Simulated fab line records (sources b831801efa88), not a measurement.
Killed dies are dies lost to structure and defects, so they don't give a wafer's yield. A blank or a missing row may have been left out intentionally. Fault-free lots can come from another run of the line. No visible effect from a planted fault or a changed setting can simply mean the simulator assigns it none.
A sampling plan put to the test || flow sky130 || 47 faults told of in these records, all on one fab line, each judged by the records of the lots it struck
What counts as the plan is the set of the line's own looks, namely the steps on the route at which a gauge or an inspection reads a wafer and does not change it. A look can be judged if struck wafers have a number there and the file gives its usual mean and standard deviation on fault-free wafers. Caught: a look later than the fault's first step finds the struck wafers' mean 4 or more of those standard deviations (sigma) from the usual mean. On the tool: the test repeated on the tool's own readings taken at the fault's steps. Also counted as caught: the struck wafers showing another recipe, or a record that is empty for them alone.

== THE FAULTS, as the simulator had put them in ==
1. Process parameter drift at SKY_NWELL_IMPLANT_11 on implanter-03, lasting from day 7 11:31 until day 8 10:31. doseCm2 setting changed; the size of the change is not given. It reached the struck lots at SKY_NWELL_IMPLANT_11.
2. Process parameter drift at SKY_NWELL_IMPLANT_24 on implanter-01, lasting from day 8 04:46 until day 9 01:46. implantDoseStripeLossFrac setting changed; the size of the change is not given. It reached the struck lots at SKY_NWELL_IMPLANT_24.
3. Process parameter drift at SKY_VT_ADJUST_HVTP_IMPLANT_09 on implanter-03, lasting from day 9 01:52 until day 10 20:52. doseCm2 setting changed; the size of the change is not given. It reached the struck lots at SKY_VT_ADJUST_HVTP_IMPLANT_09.
4. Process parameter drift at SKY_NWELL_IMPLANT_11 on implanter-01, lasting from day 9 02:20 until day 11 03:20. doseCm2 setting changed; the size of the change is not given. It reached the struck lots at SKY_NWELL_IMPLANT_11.
5. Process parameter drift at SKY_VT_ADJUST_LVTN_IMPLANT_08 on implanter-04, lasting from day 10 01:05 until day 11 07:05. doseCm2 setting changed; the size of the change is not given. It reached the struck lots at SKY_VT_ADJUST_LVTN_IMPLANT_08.
6. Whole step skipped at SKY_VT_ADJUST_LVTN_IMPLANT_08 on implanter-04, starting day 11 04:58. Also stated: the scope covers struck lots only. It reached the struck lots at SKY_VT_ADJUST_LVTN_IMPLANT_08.
7. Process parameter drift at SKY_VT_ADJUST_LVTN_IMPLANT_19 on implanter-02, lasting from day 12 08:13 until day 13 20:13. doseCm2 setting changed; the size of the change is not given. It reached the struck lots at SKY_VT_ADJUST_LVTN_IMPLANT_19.
8. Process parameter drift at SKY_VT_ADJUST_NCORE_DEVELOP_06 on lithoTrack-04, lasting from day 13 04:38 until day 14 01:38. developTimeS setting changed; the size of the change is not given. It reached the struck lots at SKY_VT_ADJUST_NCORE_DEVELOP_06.
9. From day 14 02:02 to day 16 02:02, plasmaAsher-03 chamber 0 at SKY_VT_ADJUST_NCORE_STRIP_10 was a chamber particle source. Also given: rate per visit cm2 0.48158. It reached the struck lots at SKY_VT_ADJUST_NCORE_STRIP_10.
10. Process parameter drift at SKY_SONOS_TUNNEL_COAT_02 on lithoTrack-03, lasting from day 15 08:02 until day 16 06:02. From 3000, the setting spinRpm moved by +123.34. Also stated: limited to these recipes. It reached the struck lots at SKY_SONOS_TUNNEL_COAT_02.
11. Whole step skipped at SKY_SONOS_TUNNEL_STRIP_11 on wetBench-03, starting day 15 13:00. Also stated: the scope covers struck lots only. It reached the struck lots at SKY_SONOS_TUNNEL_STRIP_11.
12. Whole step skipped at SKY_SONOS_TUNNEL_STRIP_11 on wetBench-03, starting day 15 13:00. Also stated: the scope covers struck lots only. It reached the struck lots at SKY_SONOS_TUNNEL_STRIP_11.
13. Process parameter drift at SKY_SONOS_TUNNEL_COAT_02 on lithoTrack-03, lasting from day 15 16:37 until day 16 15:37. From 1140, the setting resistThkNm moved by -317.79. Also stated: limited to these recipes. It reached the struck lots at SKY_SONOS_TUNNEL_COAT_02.
14. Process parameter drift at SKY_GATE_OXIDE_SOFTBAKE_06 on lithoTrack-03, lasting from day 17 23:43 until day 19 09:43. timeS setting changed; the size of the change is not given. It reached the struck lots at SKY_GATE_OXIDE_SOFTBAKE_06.
15. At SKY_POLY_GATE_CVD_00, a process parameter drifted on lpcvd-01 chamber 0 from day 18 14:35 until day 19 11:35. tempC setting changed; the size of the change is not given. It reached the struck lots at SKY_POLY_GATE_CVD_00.
16. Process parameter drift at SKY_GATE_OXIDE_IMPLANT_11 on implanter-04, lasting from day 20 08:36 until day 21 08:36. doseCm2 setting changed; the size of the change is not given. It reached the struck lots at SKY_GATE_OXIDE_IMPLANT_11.
17. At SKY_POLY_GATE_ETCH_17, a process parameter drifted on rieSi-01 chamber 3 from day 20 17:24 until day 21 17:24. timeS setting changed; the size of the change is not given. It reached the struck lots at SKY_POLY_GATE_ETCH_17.
18. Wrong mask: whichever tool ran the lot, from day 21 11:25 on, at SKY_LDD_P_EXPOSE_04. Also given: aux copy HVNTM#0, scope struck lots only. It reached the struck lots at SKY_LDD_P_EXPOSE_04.
19. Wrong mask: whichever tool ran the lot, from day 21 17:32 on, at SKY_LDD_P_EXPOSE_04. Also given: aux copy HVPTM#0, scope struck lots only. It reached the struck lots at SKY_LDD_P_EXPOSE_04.
20. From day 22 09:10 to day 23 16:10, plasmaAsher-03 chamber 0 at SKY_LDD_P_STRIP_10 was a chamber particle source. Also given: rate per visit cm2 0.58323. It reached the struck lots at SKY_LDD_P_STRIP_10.
21. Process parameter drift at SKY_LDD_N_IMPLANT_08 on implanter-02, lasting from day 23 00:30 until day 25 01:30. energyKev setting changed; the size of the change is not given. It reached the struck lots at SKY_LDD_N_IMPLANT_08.
22. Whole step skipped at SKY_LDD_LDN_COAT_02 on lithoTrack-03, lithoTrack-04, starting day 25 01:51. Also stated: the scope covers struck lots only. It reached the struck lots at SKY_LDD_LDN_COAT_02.
23. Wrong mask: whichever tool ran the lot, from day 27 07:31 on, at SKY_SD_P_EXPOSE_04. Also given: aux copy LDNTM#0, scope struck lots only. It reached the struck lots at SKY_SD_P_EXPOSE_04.
24. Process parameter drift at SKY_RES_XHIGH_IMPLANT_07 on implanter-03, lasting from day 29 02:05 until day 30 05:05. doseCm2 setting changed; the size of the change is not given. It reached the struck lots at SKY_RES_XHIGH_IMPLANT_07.
25. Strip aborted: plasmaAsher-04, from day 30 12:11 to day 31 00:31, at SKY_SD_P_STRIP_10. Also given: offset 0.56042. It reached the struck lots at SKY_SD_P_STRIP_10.
26. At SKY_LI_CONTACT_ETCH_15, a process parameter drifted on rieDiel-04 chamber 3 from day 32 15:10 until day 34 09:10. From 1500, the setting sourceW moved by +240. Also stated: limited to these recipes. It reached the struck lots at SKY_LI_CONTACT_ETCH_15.
27. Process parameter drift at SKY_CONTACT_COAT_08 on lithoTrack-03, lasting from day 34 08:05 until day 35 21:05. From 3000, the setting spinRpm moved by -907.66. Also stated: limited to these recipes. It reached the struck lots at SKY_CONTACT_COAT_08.
28. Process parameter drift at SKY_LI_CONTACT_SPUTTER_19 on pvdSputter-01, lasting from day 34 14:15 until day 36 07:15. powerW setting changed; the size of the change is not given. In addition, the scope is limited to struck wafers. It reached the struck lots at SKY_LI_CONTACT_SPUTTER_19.
29. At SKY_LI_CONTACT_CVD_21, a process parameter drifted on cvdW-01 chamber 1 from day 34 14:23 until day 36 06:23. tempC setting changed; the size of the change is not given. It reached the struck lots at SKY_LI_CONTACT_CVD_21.
30. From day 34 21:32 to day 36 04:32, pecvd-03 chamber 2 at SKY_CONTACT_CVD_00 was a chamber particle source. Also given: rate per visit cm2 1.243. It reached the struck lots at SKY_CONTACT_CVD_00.
31. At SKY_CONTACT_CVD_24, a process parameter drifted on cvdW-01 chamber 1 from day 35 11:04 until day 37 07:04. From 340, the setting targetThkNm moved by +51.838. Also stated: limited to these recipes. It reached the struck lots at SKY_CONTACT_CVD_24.
32. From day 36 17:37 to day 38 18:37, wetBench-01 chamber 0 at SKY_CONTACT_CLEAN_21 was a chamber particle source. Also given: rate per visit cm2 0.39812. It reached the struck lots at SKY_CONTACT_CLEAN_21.
33. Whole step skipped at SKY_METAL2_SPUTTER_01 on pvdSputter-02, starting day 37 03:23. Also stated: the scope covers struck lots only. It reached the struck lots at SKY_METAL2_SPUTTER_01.
34. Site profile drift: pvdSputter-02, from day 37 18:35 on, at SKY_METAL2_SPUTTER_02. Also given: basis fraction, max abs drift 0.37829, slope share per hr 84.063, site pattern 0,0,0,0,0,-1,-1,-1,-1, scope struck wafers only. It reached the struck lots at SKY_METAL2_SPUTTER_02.
35. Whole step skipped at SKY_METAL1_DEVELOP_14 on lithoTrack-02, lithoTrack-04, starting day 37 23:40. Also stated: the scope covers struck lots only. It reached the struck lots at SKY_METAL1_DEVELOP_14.
36. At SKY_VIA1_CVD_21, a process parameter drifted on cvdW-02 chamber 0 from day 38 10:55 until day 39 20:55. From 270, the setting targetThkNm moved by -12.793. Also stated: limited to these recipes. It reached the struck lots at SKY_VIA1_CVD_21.
37. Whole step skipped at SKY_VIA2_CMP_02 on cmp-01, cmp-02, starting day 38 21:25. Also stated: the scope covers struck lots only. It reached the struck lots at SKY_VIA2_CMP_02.
38. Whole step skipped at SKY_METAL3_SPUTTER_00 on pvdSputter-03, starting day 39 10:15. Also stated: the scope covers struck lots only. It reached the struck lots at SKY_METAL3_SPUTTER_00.
39. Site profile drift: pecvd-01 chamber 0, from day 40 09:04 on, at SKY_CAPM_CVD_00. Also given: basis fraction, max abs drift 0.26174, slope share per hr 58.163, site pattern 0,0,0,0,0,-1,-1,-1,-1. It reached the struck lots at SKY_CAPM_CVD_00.
40. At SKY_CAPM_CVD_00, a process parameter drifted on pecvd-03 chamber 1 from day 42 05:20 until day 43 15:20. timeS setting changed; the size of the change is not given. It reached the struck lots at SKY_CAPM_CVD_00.
41. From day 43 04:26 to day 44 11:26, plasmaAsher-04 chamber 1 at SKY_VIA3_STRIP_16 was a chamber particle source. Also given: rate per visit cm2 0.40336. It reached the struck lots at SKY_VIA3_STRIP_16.
42. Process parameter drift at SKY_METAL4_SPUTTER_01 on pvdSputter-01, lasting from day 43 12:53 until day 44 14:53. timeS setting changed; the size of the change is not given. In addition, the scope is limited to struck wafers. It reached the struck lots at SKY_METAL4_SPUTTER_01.
43. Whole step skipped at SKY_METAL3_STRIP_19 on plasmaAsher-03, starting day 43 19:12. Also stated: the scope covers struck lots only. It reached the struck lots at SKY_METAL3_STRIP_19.
44. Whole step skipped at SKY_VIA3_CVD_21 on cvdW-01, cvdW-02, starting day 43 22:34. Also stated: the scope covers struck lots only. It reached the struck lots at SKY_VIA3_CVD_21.
45. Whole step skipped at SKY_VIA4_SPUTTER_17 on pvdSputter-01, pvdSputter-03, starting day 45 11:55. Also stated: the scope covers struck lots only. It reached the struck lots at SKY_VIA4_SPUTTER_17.
46. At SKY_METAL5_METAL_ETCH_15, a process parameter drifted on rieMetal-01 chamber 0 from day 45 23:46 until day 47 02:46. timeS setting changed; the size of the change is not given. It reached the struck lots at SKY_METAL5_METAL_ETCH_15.
47. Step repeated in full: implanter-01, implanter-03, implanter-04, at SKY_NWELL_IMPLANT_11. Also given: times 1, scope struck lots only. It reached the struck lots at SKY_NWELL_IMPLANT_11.

== WHAT THE PLAN SAW ==
{"fault": 1, "on the tool itself": "doseIonsCm2 +25 sigma", "first look that catches it": "SKY_NWELL_RS_MEAS_29", "reading, sigma": "NWELL_RS -6.2", "median hours from its first step to that look": 22.3, "hours from the fault's start to the first struck lot there": 30, "judged looks passed uncaught": 0}
{"fault": 2, "on the tool itself": "under 2 sigma", "first look that catches it": "not the one look that can be judged after it", "reading, sigma": "strongest: NWELL_2_TW at SKY_NWELL_TW_MEAS_26, -3.6", "median hours from its first step to that look": "-", "hours from the fault's start to the first struck lot there": "-", "judged looks passed uncaught": 1}
{"fault": 3, "on the tool itself": "doseIonsCm2 -94 sigma", "first look that catches it": "SKY_VT_ADJUST_HVTP_TW_MEAS_11", "reading, sigma": "VT_ADJUST_HVTP_TW -4.1", "median hours from its first step to that look": 0.2, "hours from the fault's start to the first struck lot there": 8, "judged looks passed uncaught": 0}
{"fault": 4, "on the tool itself": "doseIonsCm2 -99 or beyond sigma", "first look that catches it": "SKY_NWELL_TW_MEAS_15", "reading, sigma": "NWELL_TW -13", "median hours from its first step to that look": 0.6, "hours from the fault's start to the first struck lot there": 19, "judged looks passed uncaught": 0}
{"fault": 5, "on the tool itself": "doseIonsCm2 -99 or beyond sigma", "first look that catches it": "SKY_VT_ADJUST_LVTN_TW_MEAS_10", "reading, sigma": "VT_ADJUST_LVTN_TW -74", "median hours from its first step to that look": 0.2, "hours from the fault's start to the first struck lot there": 7, "judged looks passed uncaught": 0}
{"fault": 6, "on the tool itself": "the tool's record is blank for the struck wafers", "first look that catches it": "SKY_VT_ADJUST_LVTN_TW_MEAS_10", "reading, sigma": "VT_ADJUST_LVTN_TW -99 or beyond", "median hours from its first step to that look": 0.2, "hours from the fault's start to the first struck lot there": 1, "judged looks passed uncaught": 0}
{"fault": 7, "on the tool itself": "doseIonsCm2 +99 or beyond sigma", "first look that catches it": "SKY_VT_ADJUST_LVTN_TW_MEAS_21", "reading, sigma": "VT_ADJUST_LVTN_2_TW +16", "median hours from its first step to that look": 0.2, "hours from the fault's start to the first struck lot there": 3, "judged looks passed uncaught": 0}
{"fault": 8, "on the tool itself": "no reading that can be judged", "first look that catches it": "SKY_VT_ADJUST_NCORE_TW_MEAS_11", "reading, sigma": "VT_ADJUST_NCORE_TW -99 or beyond", "median hours from its first step to that look": 0.6, "hours from the fault's start to the first struck lot there": 16, "judged looks passed uncaught": 0}
{"fault": 9, "on the tool itself": "under 2 sigma", "first look that catches it": "not the one look that can be judged after it", "reading, sigma": "-", "median hours from its first step to that look": "-", "hours from the fault's start to the first struck lot there": "-", "judged looks passed uncaught": 1}
{"fault": 10, "on the tool itself": "spinSpeedRpm +51 sigma", "first look that catches it": "not the one look that can be judged after it", "reading, sigma": "-", "median hours from its first step to that look": "-", "hours from the fault's start to the first struck lot there": "-", "judged looks passed uncaught": 1}
{"fault": 11, "on the tool itself": "the tool's record is blank for the struck wafers", "first look that catches it": "no look after it can be judged", "reading, sigma": "-", "median hours from its first step to that look": "-", "hours from the fault's start to the first struck lot there": "-", "judged looks passed uncaught": 0}
{"fault": 12, "on the tool itself": "the tool's record is blank for the struck wafers", "first look that catches it": "no look after it can be judged", "reading, sigma": "-", "median hours from its first step to that look": "-", "hours from the fault's start to the first struck lot there": "-", "judged looks passed uncaught": 0}
{"fault": 13, "on the tool itself": "no reading that can be judged", "first look that catches it": "SKY_SONOS_TUNNEL_CD_MEAS_07", "reading, sigma": "cdNm +17", "median hours from its first step to that look": 13.7, "hours from the fault's start to the first struck lot there": 20, "judged looks passed uncaught": 0}
{"fault": 14, "on the tool itself": "heaterPowerTotalW +99 or beyond sigma", "first look that catches it": "not the one look that can be judged after it", "reading, sigma": "-", "median hours from its first step to that look": "-", "hours from the fault's start to the first struck lot there": "-", "judged looks passed uncaught": 1}
{"fault": 15, "on the tool itself": "susceptorTempC -23 sigma", "first look that catches it": "SKY_POLY_GATE_THK_MEAS_01", "reading, sigma": "POLY_GATE_CVD_00_THK -13", "median hours from its first step to that look": 1.2, "hours from the fault's start to the first struck lot there": 3, "judged looks passed uncaught": 0}
{"fault": 16, "on the tool itself": "doseIonsCm2 +55 sigma", "first look that catches it": "not the one look that can be judged after it", "reading, sigma": "strongest: GATE_OXIDE_TW at SKY_GATE_OXIDE_TW_MEAS_14, +3.0", "median hours from its first step to that look": "-", "hours from the fault's start to the first struck lot there": "-", "judged looks passed uncaught": 1}
{"fault": 17, "on the tool itself": "runLengthS +7.7 sigma", "first look that catches it": "no look after it can be judged", "reading, sigma": "-", "median hours from its first step to that look": "-", "hours from the fault's start to the first struck lot there": "-", "judged looks passed uncaught": 0}
{"fault": 18, "on the tool itself": "no reading that can be judged", "first look that catches it": "SKY_LDD_P_TW_MEAS_11", "reading, sigma": "LDD_P_TW -99 or beyond", "median hours from its first step to that look": 15.3, "hours from the fault's start to the first struck lot there": 17, "judged looks passed uncaught": 0}
{"fault": 19, "on the tool itself": "no reading that can be judged", "first look that catches it": "SKY_LDD_P_TW_MEAS_11", "reading, sigma": "LDD_P_TW -99 or beyond", "median hours from its first step to that look": 15.5, "hours from the fault's start to the first struck lot there": 20, "judged looks passed uncaught": 0}
{"fault": 20, "on the tool itself": "under 2 sigma", "first look that catches it": "no look after it can be judged", "reading, sigma": "-", "median hours from its first step to that look": "-", "hours from the fault's start to the first struck lot there": "-", "judged looks passed uncaught": 0}
{"fault": 21, "on the tool itself": "beamEnergyKeV -99 or beyond sigma", "first look that catches it": "no look after it can be judged", "reading, sigma": "-", "median hours from its first step to that look": "-", "hours from the fault's start to the first struck lot there": "-", "judged looks passed uncaught": 0}
{"fault": 22, "on the tool itself": "the tool's record is blank for the struck wafers", "first look that catches it": "SKY_RES_XHIGH_TW_MEAS_09", "reading, sigma": "RES_XHIGH_TW +19", "median hours from its first step to that look": 104.1, "hours from the fault's start to the first struck lot there": 107, "judged looks passed uncaught": 1}
{"fault": 23, "on the tool itself": "no reading that can be judged", "first look that catches it": "SKY_SD_P_TW_MEAS_11", "reading, sigma": "SD_P_TW -99 or beyond", "median hours from its first step to that look": 14.2, "hours from the fault's start to the first struck lot there": 21, "judged looks passed uncaught": 0}
{"fault": 24, "on the tool itself": "doseIonsCm2 +52 sigma", "first look that catches it": "SKY_SD_N_RS_MEAS_18", "reading, sigma": "RES_XHIGH_RS -12", "median hours from its first step to that look": 28.9, "hours from the fault's start to the first struck lot there": 35, "judged looks passed uncaught": 1}
{"fault": 25, "on the tool itself": "oesProductAu +24 sigma", "first look that catches it": "SKY_RES_XHIGH_TW_MEAS_09", "reading, sigma": "RES_XHIGH_TW -99 or beyond", "median hours from its first step to that look": 28.3, "hours from the fault's start to the first struck lot there": 41, "judged looks passed uncaught": 0}
{"fault": 26, "on the tool itself": "rfFwdPowerW +44 sigma", "first look that catches it": "no look after it can be judged", "reading, sigma": "-", "median hours from its first step to that look": "-", "hours from the fault's start to the first struck lot there": "-", "judged looks passed uncaught": 0}
{"fault": 27, "on the tool itself": "spinSpeedRpm -99 or beyond sigma", "first look that catches it": "no look after it can be judged", "reading, sigma": "-", "median hours from its first step to that look": "-", "hours from the fault's start to the first struck lot there": "-", "judged looks passed uncaught": 0}
{"fault": 28, "on the tool itself": "cathodeDcPowerW -99 or beyond sigma", "first look that catches it": "no look after it can be judged", "reading, sigma": "-", "median hours from its first step to that look": "-", "hours from the fault's start to the first struck lot there": "-", "judged looks passed uncaught": 0}
{"fault": 29, "on the tool itself": "susceptorTempC -42 sigma", "first look that catches it": "SKY_LI_CONTACT_RS_MEAS_22", "reading, sigma": "LI_CONTACT_W_RS +18", "median hours from its first step to that look": 0.1, "hours from the fault's start to the first struck lot there": 2, "judged looks passed uncaught": 0}
{"fault": 30, "on the tool itself": "under 2 sigma", "first look that catches it": "no look after it can be judged", "reading, sigma": "-", "median hours from its first step to that look": "-", "hours from the fault's start to the first struck lot there": "-", "judged looks passed uncaught": 0}
{"fault": 31, "on the tool itself": "under 2 sigma", "first look that catches it": "SKY_CONTACT_RS_MEAS_25", "reading, sigma": "CONTACT_W_RS -11", "median hours from its first step to that look": 0.1, "hours from the fault's start to the first struck lot there": 8, "judged looks passed uncaught": 0}
{"fault": 32, "on the tool itself": "under 2 sigma", "first look that catches it": "not the one look that can be judged after it", "reading, sigma": "-", "median hours from its first step to that look": "-", "hours from the fault's start to the first struck lot there": "-", "judged looks passed uncaught": 1}
{"fault": 33, "on the tool itself": "the tool's record is blank for the struck wafers", "first look that catches it": "no look after it can be judged", "reading, sigma": "-", "median hours from its first step to that look": "-", "hours from the fault's start to the first struck lot there": "-", "judged looks passed uncaught": 0}
{"fault": 34, "on the tool itself": "under 2 sigma", "first look that catches it": "SKY_METAL2_RS_MEAS_05", "reading, sigma": "METAL2_ALCU_RS +25", "median hours from its first step to that look": 0.1, "hours from the fault's start to the first struck lot there": 7, "judged looks passed uncaught": 0}
{"fault": 35, "on the tool itself": "no reading that can be judged", "first look that catches it": "no look after it can be judged", "reading, sigma": "-", "median hours from its first step to that look": "-", "hours from the fault's start to the first struck lot there": "-", "judged looks passed uncaught": 0}
{"fault": 36, "on the tool itself": "under 2 sigma", "first look that catches it": "none of the 2 looks that can be judged after it", "reading, sigma": "strongest: VIA1_W_RS at SKY_VIA1_RS_MEAS_22, +3.5", "median hours from its first step to that look": "-", "hours from the fault's start to the first struck lot there": "-", "judged looks passed uncaught": 2}
{"fault": 37, "on the tool itself": "the tool's record is blank for the struck wafers", "first look that catches it": "not the one look that can be judged after it", "reading, sigma": "strongest: VIA2_BOW at SKY_VIA2_BOW_MEAS_03, +3.8", "median hours from its first step to that look": "-", "hours from the fault's start to the first struck lot there": "-", "judged looks passed uncaught": 1}
{"fault": 38, "on the tool itself": "the tool's record is blank for the struck wafers", "first look that catches it": "no look after it can be judged", "reading, sigma": "-", "median hours from its first step to that look": "-", "hours from the fault's start to the first struck lot there": "-", "judged looks passed uncaught": 0}
{"fault": 39, "on the tool itself": "under 2 sigma", "first look that catches it": "SKY_CAPM_THK_MEAS_01", "reading, sigma": "CAPM_CVD_00_THK -8.8", "median hours from its first step to that look": 0.0, "hours from the fault's start to the first struck lot there": 3, "judged looks passed uncaught": 0}
{"fault": 40, "on the tool itself": "under 2 sigma", "first look that catches it": "SKY_CAPM_THK_MEAS_01", "reading, sigma": "CAPM_CVD_00_THK +15", "median hours from its first step to that look": 0.0, "hours from the fault's start to the first struck lot there": 6, "judged looks passed uncaught": 0}
{"fault": 41, "on the tool itself": "under 2 sigma", "first look that catches it": "no look after it can be judged", "reading, sigma": "-", "median hours from its first step to that look": "-", "hours from the fault's start to the first struck lot there": "-", "judged looks passed uncaught": 0}
{"fault": 42, "on the tool itself": "under 2 sigma", "first look that catches it": "no look after it can be judged", "reading, sigma": "-", "median hours from its first step to that look": "-", "hours from the fault's start to the first struck lot there": "-", "judged looks passed uncaught": 0}
{"fault": 43, "on the tool itself": "the tool's record is blank for the struck wafers", "first look that catches it": "no look after it can be judged", "reading, sigma": "-", "median hours from its first step to that look": "-", "hours from the fault's start to the first struck lot there": "-", "judged looks passed uncaught": 0}
{"fault": 44, "on the tool itself": "the tool's record is blank for the struck wafers", "first look that catches it": "SKY_VIA3_RS_MEAS_22", "reading, sigma": "VIA3_W_RS +99 or beyond", "median hours from its first step to that look": 0.1, "hours from the fault's start to the first struck lot there": 2, "judged looks passed uncaught": 0}
{"fault": 45, "on the tool itself": "the tool's record is blank for the struck wafers", "first look that catches it": "no look after it can be judged", "reading, sigma": "-", "median hours from its first step to that look": "-", "hours from the fault's start to the first struck lot there": "-", "judged looks passed uncaught": 0}
{"fault": 46, "on the tool itself": "runLengthS +48 sigma", "first look that catches it": "not the one look that can be judged after it", "reading, sigma": "-", "median hours from its first step to that look": "-", "hours from the fault's start to the first struck lot there": "-", "judged looks passed uncaught": 1}
{"fault": 47, "on the tool itself": "under 2 sigma", "first look that catches it": "SKY_NWELL_TW_MEAS_15", "reading, sigma": "NWELL_TW +34", "median hours from its first step to that look": 0.8, "hours from the fault's start to the first struck lot there": "-", "judged looks passed uncaught": 0}
A dash: the fault isn't caught, or these records don't give the number.

Caught at a look: 22 of 47. Caught on the tool: 28 of 47. By one or the other: 38 of 47.
On the tool alone, faults 10, 11, 12, 14, 16, 17, 21, 26, 27, 28, 33, 37, 38, 43, 45, 46 were caught.
Caught at a look alone: faults 8, 13, 18, 19, 23, 31, 34, 39, 40, 47.
Caught by neither: faults 2, 9, 20, 30, 32, 35, 36, 41, 42.

== THINNER SAMPLING ==
In the worst case, this is how late the first struck lot would be measured if the look that catches a fault measured only every second or every third lot, by lot number:
{"fault": 1, "struck lots at that look, in order of time": "L760, L761", "every lot": "30 h", "every second lot": "33 h", "every third lot": "may miss all 2"}
{"fault": 3, "struck lots at that look, in order of time": "L864, L866, L867", "every lot": "8 h", "every second lot": "27 h", "every third lot": "may miss all 3"}
{"fault": 4, "struck lots at that look, in order of time": "L587, L588", "every lot": "19 h", "every second lot": "21 h", "every third lot": "may miss all 2"}
{"fault": 5, "struck lots at that look, in order of time": "L533, L537", "every lot": "7 h", "every second lot": "may miss all 2", "every third lot": "may miss all 2"}
{"fault": 6, "struck lots at that look, in order of time": "L335, L336, L337", "every lot": "1 h", "every second lot": "6 h", "every third lot": "14 h"}
{"fault": 7, "struck lots at that look, in order of time": "L531, L532", "every lot": "3 h", "every second lot": "11 h", "every third lot": "may miss all 2"}
{"fault": 8, "struck lots at that look, in order of time": "L244, L245", "every lot": "16 h", "every second lot": "20 h", "every third lot": "may miss all 2"}
{"fault": 13, "struck lots at that look, in order of time": "L164, L165", "every lot": "20 h", "every second lot": "22 h", "every third lot": "may miss all 2"}
{"fault": 15, "struck lots at that look, in order of time": "L223", "every lot": "3 h", "every second lot": "may miss it", "every third lot": "may miss it"}
{"fault": 18, "struck lots at that look, in order of time": "L857", "every lot": "17 h", "every second lot": "may miss it", "every third lot": "may miss it"}
{"fault": 19, "struck lots at that look, in order of time": "L763", "every lot": "20 h", "every second lot": "may miss it", "every third lot": "may miss it"}
{"fault": 22, "struck lots at that look, in order of time": "L570, L572", "every lot": "107 h", "every second lot": "may miss all 2", "every third lot": "may miss all 2"}
{"fault": 23, "struck lots at that look, in order of time": "L361", "every lot": "21 h", "every second lot": "may miss it", "every third lot": "may miss it"}
{"fault": 24, "struck lots at that look, in order of time": "L251, L253", "every lot": "35 h", "every second lot": "may miss all 2", "every third lot": "may miss all 2"}
{"fault": 25, "struck lots at that look, in order of time": "L544", "every lot": "41 h", "every second lot": "may miss it", "every third lot": "may miss it"}
{"fault": 29, "struck lots at that look, in order of time": "L952, L953", "every lot": "2 h", "every second lot": "9 h", "every third lot": "may miss all 2"}
{"fault": 31, "struck lots at that look, in order of time": "L841, L840, L842", "every lot": "8 h", "every second lot": "9 h", "every third lot": "13 h"}
{"fault": 34, "struck lots at that look, in order of time": "L106, L109, L110", "every lot": "7 h", "every second lot": "25 h", "every third lot": "may miss all 3"}
{"fault": 39, "struck lots at that look, in order of time": "L145, L147, L149", "every lot": "3 h", "every second lot": "may miss all 3", "every third lot": "24 h"}
{"fault": 40, "struck lots at that look, in order of time": "L141", "every lot": "6 h", "every second lot": "may miss it", "every third lot": "may miss it"}
{"fault": 44, "struck lots at that look, in order of time": "L591, L592", "every lot": "2 h", "every second lot": "10 h", "every third lot": "may miss all 2"}
The hour figures run from when the fault began to the first measured lot among those it struck. The test against the limit of 4 sigma pooled every struck wafer, which means one lot taken alone may stay below that limit. Other struck lots may not be in these records.

== THE LONGEST TIMED WAY FROM STEP TO LOOK ==
For fault 22, SKY_LDD_LDN_COAT_02 and SKY_RES_XHIGH_TW_MEAS_09 are separated by a median of 104.1 hours. The look between them that can be judged stayed within 4 sigma: SKY_SPACER_THK_MEAS_01.
